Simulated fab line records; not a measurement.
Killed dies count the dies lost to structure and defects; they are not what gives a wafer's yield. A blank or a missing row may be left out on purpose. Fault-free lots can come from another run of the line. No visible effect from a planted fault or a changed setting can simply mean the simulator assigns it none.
Lot-split experiment | flow sfqLine | 5 lots, 23 wafers read, on a route of 325 steps

ABOUT THE SPLIT
At SFQ_TRILAYER_M3_ETCH_METAL_ETCH_078 (etches Nb in Cl2/Ar, stops on SiO2, target depth 240 nm, time 120 s), the setting icpW was moved away from the recipe's 600 W on 9 of the 23 wafers read, by -10.9% to +4.0%. This setting was run at the recipe's value on the other wafers.

The reading is taken at the split's own step.

THE READING
KrF_of_TRILAYER_M3_LITHO_COAT_075.thkNm (the simulator's own value, which no gauge read), in nm, at SFQ_TRILAYER_M3_ETCH_METAL_ETCH_078 (etches Nb in Cl2/Ar, stops on SiO2, target depth 240 nm, time 120 s). There is no usual value for it anywhere in the file. Average 378.8 nm, standard deviation 2.3 nm, over the 14 wafers here run with the recipe.

wafer  | tool, chamber at the split | icpW as run, W | against the recipe | KrF_of_TRILAYER_M3_LITHO_COAT_075.thkNm, nm | against lot-mates on the recipe
L074.2 | rieMetal-03, 1             | 600            | recipe             | 377.7                                       | -
L074.3 | rieMetal-03, 1             | 624            | +4.0%              | 370.8                                       | -9.5
L074.4 | rieMetal-03, 0             | 600            | recipe             | 380.4                                       | -
L074.5 | rieMetal-03, 0             | 600            | recipe             | 382.7                                       | -
L074.6 | rieMetal-03, 1             | 624            | +4.0%              | 373.3                                       | -7.0
L075.1 | rieMetal-02, 1             | 600            | recipe             | 375.6                                       | -
L075.3 | rieMetal-02, 1             | 568.9          | -5.2%              | 383.3                                       | +5.9
L075.4 | rieMetal-02, 0             | 568.9          | -5.2%              | 387                                         | +9.6
L075.5 | rieMetal-02, 1             | 568.9          | -5.2%              | 383.4                                       | +6.0
L075.6 | rieMetal-02, 0             | 600            | recipe             | 379.1                                       | -
L078.1 | rieMetal-03, 1             | 600            | recipe             | 377.2                                       | -
L078.2 | rieMetal-03, 0             | 600            | recipe             | 377.4                                       | -
L078.6 | rieMetal-03, 1             | 600            | recipe             | 376                                         | -
L080.1 | rieMetal-02, 0             | 561.1          | -6.5%              | 387.3                                       | +8.2
L080.2 | rieMetal-02, 1             | 561.1          | -6.5%              | 387.4                                       | +8.3
L080.4 | rieMetal-02, 1             | 600            | recipe             | 377.6                                       | -
L080.5 | rieMetal-02, 0             | 600            | recipe             | 380.8                                       | -
L080.6 | rieMetal-02, 1             | 600            | recipe             | 378.9                                       | -
L084.1 | rieMetal-02, 0             | 534.7          | -10.9%             | 398.3                                       | +18.2
L084.3 | rieMetal-02, 1             | 600            | recipe             | 378.3                                       | -
L084.4 | rieMetal-02, 0             | 534.7          | -10.9%             | 396                                         | +15.9
L084.5 | rieMetal-02, 1             | 600            | recipe             | 378.2                                       | -
L084.6 | rieMetal-02, 0             | 600            | recipe             | 383.9                                       | -

THE FIT
A straight line over all 23 wafers: KrF_of_TRILAYER_M3_LITHO_COAT_075.thkNm changes by -1.54 nm for each +1% of icpW; r = -0.94; the points scatter about the line by 2.3 nm.
The same after taking each lot's own level away (the mean of its wafers on the recipe; 23 wafers): -1.55 nm for each +1%; r = -0.96; scatter 1.9 nm.
That fit puts the effect of the largest move of icpW on the reading at 17 nm.
From 376.87 to 380.27 nm: that is the span of the lots' own levels, equal to 1.5 times the standard deviation above.
Consequently the slope shifts little with the lot-to-lot level, the two slopes agreeing.
Check: +15.8 nm against its lot-mates is what the line predicts for one of the wafers moved furthest among these (-10.9%) when that wafer is left out of the fit. Against them it came out at +18.2 nm.

THE OTHER SPLITS THESE WAFERS WENT THROUGH
Note: prior to the reading, these wafers also went through further splits. Each is held against what the fit with the lots' levels taken away leaves over:
other split on the same wafers              | wafers away from the commonest value | r with KrF_of_TRILAYER_M3_LITHO_COAT_075.thkNm (lot level and that fit taken away)
SFQ_TRILAYER_M2_LITHO_EXPOSE_058 doseMj     | 9                                    | -0.18
SFQ_TRILAYER_I2_DEP_PECVD_063 timeS         | 9                                    | +0.25
SFQ_TRILAYER_I2_VIA_LITHO_EXPOSE_068 doseMj | 5                                    | +0.24
SFQ_TRILAYER_M3_LITHO_PEB_078 pebTimeS      | 11                                   | -0.06

THE FILE'S OWN FIT
KrF_of_TRILAYER_M3_LITHO_COAT_075.thkNm changes by -1.52 nm for each +1% of icpW, r = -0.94.
